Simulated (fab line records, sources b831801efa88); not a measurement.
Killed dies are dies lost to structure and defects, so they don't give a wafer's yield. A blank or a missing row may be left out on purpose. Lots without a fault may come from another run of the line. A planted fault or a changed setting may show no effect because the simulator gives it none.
Which tool did it? | flow gf180mcu | 7 lots, 21 wafers sampled, at 1 step of a route of 602

WHAT THE GAUGES READ, wafer by wafer
GF_STI_THK_MEAS_22.
lot  | measured    | on            | STI_OXIDATION_01_THK (nm)
L897 | day 2 13:38 | film_metro-04 | 14.9 15.1 15.3
L900 | day 3 04:40 | film_metro-03 | 15.3 15.2 15.2
L904 | day 4 01:57 | film_metro-03 | 14.6 14.8 14.8
L906 | day 4 11:59 | film_metro-03 | 14.9 15.0 14.9
L908 | day 5 00:26 | film_metro-02 | 14.7 14.9 14.4
L910 | day 5 08:25 | film_metro-03 | 15.6 15.6 15.6
L918 | day 7 04:01 | film_metro-03 | 15.2 15.1 15.1

WHICH TOOL RAN EACH LOT (tool, then ch and the chambers of the sampled wafers, then the start)
The record holds no process step before these readings.

THE ANSWER, worked out from the rows above alone
Rule: what is usual is taken from the lots themselves. Put in order of their means at a reading, lots are off if they are a third of the lots or fewer, leave a main group of 4 or more, and stand apart from it by a gap of 3 or more times the standard deviation of the main group's means; of several such gaps the widest counts. A main group whose means are all the same, to the digits that the tables above print for the reading, isn't used. A lot without any number at a reading at which 4 lots or more have one is off too. The other lots that the step has rows for count as sound.
No lot is off at any reading shown: from this, nothing can be told.

WHAT THE SIMULATOR HAD PUT IN
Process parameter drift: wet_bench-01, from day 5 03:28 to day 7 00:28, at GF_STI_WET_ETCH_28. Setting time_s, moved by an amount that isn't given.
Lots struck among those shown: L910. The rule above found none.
